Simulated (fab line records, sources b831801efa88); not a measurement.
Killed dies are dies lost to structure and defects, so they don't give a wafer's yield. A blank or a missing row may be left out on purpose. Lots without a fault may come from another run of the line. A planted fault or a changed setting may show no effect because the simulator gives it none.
A struck lot beside a sound one | flow sky130 | 16 steps out of a route of 708
Sound: wafers L892.3, L892.5, L892.6. Struck: wafers L889.1, L889.5, L889.6. The cause comes at the end.
At each step with rows: each side's tool, then ch and its chambers, then its first start. Under that, the readings that differ: sound wafers | struck wafers | difference of the means | sigmas: that difference in standard deviations of wafers without a fault.
alike: readings whose means differ by less than 2 such deviations, and words and numbers that are the same on both sides. not compared: withheld readings, readings that some wafer has no value for, bounds like >300 that may hide the same value, and numbers for which the record gives no deviation and whose values overlap.
The two part at a step that has a row with sigmas, a row that says differs or no value, or rows on one side only. Numbers that don't overlap but have no deviation are shown without sigmas and don't part them. A reading that every wafer of one side lacks parts them only if that side has two wafers or more.

SKY_SPACER_THK_MEAS_01:
  sound on film_metro-04, day 30 17:07; struck on film_metro-04, day 29 09:40
  alike: SPACER_CVD_00_THK
SKY_SPACER_ETCHBACK_02: etches Si3N4 in CH3F/O2, stops on SiO2, time 46.7 s, target depth 45 nm.
  sound on rie_diel-03 ch 1,2, day 30 17:09; struck on rie_diel-04 ch 1,2,3, day 29 09:44
  alike: O2_flow_sccm, drypump_motor_current_A, oes_product_au, throttle_valve_pct
  not compared: rf_hours_counter_h
then, 8 steps without rows for these wafers: SKY_POLY_CUT_DEHYDRATE_00 (time 60 s); SKY_POLY_CUT_HMDS_01 (prime time 60 s); SKY_POLY_CUT_COAT_02 (resist thk 60 nm); SKY_POLY_CUT_COAT_03 (resist thk 450 nm); SKY_POLY_CUT_SOFTBAKE_04 (time 90 s); SKY_POLY_CUT_EXPOSE_05 (exposes mask NPCM, target cd 270 nm); SKY_POLY_CUT_PEB_06; SKY_POLY_CUT_DEVELOP_07 (develop time 60 s).
SKY_POLY_CUT_CD_MEAS_08: target cd 270 nm.
  sound on cd_sem-02, day 31 20:55; struck on cd_sem-02, day 30 14:40
  alike: cd_nm
SKY_POLY_CUT_OVL_MEAS_09:
  sound on overlay-01, day 31 21:00; struck on overlay-01, day 30 14:47
  alike: POLY_CUT_OVL
SKY_POLY_CUT_ETCH_10: etches BARC in N2/H2, stops on SiO2, time 45.9 s, target depth 60 nm.
  sound on rie_diel-02 ch 1,2,3, day 31 21:01; struck on rie_diel-01 ch 0,2,3, day 30 14:49
  no value came back on the struck wafers for any of 7 readings (bias_w (W), chamber_pressure_mTorr (mTorr) and others); on the sound wafers bias_w (W) reads 99.6 100.4 100.4
  reading                                         | sound           | struck            | difference | sigmas
  model.KrF-thick_of_POLY_CUT_COAT_03.thk_nm (nm) | 409 409.9 411.2 | 437.9 438.2 437.6 | +27.9      |
  not compared: rf_hours_counter_h
SKY_POLY_CUT_ETCH_11: etches Si3N4 in CF4/CH2F2/Ar, stops on poly-Si, time 42.5 s, target depth 60 nm.
  sound on rie_diel-02 ch 1,2,3, day 31 21:04; struck on rie_diel-01 ch 0,2,3, day 30 14:52
  reading                | sound                | struck               | difference | sigmas
  oes_product_au (a.u.)  | 0.830 0.821 0.824    | 0.374 0.377 0.374    | -0.450     | -70
  throttle_valve_pct (%) | 14.998 14.987 15.000 | 14.938 14.950 14.946 | -0.050     | -6
  alike: bias_w, cf4_flow_sccm, drypump_motor_current_A
  not compared: rf_hours_counter_h
SKY_POLY_CUT_STRIP_12: strips in O2/N2.
  sound on plasma_asher-03 ch 0,1, day 31 21:08; struck on plasma_asher-03 ch 0,1, day 30 14:54
  reading                      | sound             | struck            | difference | sigmas
  strip_time_to_endpoint_s (s) | 5.367 5.376 5.401 | 5.648 5.662 5.651 | +0.272     | +16
  alike: drypump_motor_current_A, oes_product_au
  not compared: rf_hours_counter_h
then, 1 step without rows for these wafers: SKY_SD_P_DEHYDRATE_00 (time 60 s).

WHERE THEY PART
First at SKY_POLY_CUT_ETCH_10; last, within this record, at SKY_POLY_CUT_STRIP_12.

WHY: what the simulator had put in
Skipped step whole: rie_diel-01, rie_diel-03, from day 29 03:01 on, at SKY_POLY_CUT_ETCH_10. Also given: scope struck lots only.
